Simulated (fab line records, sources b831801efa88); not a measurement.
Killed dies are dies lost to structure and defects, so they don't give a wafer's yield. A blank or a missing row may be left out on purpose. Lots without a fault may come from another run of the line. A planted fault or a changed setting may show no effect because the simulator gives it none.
Chamber matching | flow gf180mcu | GF_PASSIVATION_CVD_00 on pecvd-03: 3 sister chambers
The step deposits SiO2 from TEOS, target thk 1000 nm, time 111.95 s. 22 wafers are shown with their chamber, then 11 later ones without.

WAFERS WITH THEIR CHAMBER
wafer  | chamber | heater_power_w (W)
L076.1 | 1       | 785
L076.2 | 2       | 689
L076.6 | 2       | 551
L079.1 | 1       | 795
L079.2 | 0       | 727
L079.3 | 2       | 664
L079.4 | 0       | 607
L079.5 | 1       | 654
L079.6 | 2       | 532
L083.1 | 1       | 781
L083.2 | 2       | 584
L083.3 | 0       | 675
L083.4 | 0       | 729
L083.5 | 2       | 647
L083.6 | 1       | 633
L084.2 | 0       | 656
L084.4 | 0       | 702
L084.5 | 2       | 650
L086.1 | 2       | 626
L086.2 | 1       | 770
L086.3 | 0       | 644
L086.4 | 1       | 632

SIGNATURES (means of the wafers above)
reading        | chamber 0 | chamber 1 | chamber 2 | scatter within a chamber
heater_power_w | 677.14    | 721.43    | 617.88    | 60.7
Rule: a wafer's distance from a chamber is the root of the sum, over the readings, of the square of ((its reading less the chamber's mean) divided by the reading's scatter). The wafer belongs to the nearest chamber; if the next one is less than 2 further off, it can't be placed. The scatter: the root of (the sum of the squares of (reading less its chamber's mean) over the shown wafers, divided by (wafers less chambers)).

WAFERS WITHOUT THEIR CHAMBER
wafer  | heater_power_w (W)
L086.5 | 681
L086.6 | 654
L090.1 | 705
L090.2 | 621
L090.3 | 662
L090.4 | 539
L090.5 | 668
L090.6 | 760
L096.3 | 669
L096.4 | 643
L096.6 | 673

WHICH CHAMBER EACH WENT THROUGH
wafer  | from the rows above          | in truth
L086.5 | can't be placed: 0 or 1 or 2 | 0
L086.6 | can't be placed: 0 or 2 or 1 | 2
L090.1 | can't be placed: 1 or 0 or 2 | 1
L090.2 | can't be placed: 2 or 0 or 1 | 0
L090.3 | can't be placed: 0 or 2 or 1 | 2
L090.4 | can't be placed: 2 or 0 or 1 | 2
L090.5 | can't be placed: 0 or 2 or 1 | 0
L090.6 | can't be placed: 1 or 0 or 2 | 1
L096.3 | can't be placed: 0 or 2 or 1 | 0
L096.4 | can't be placed: 2 or 0 or 1 | 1
L096.6 | can't be placed: 0 or 1 or 2 | 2
Placed correctly: 0 of 11. Can't be placed from these rows: 11 (the true chamber is among the candidates in 11). Placed wrongly: 0.
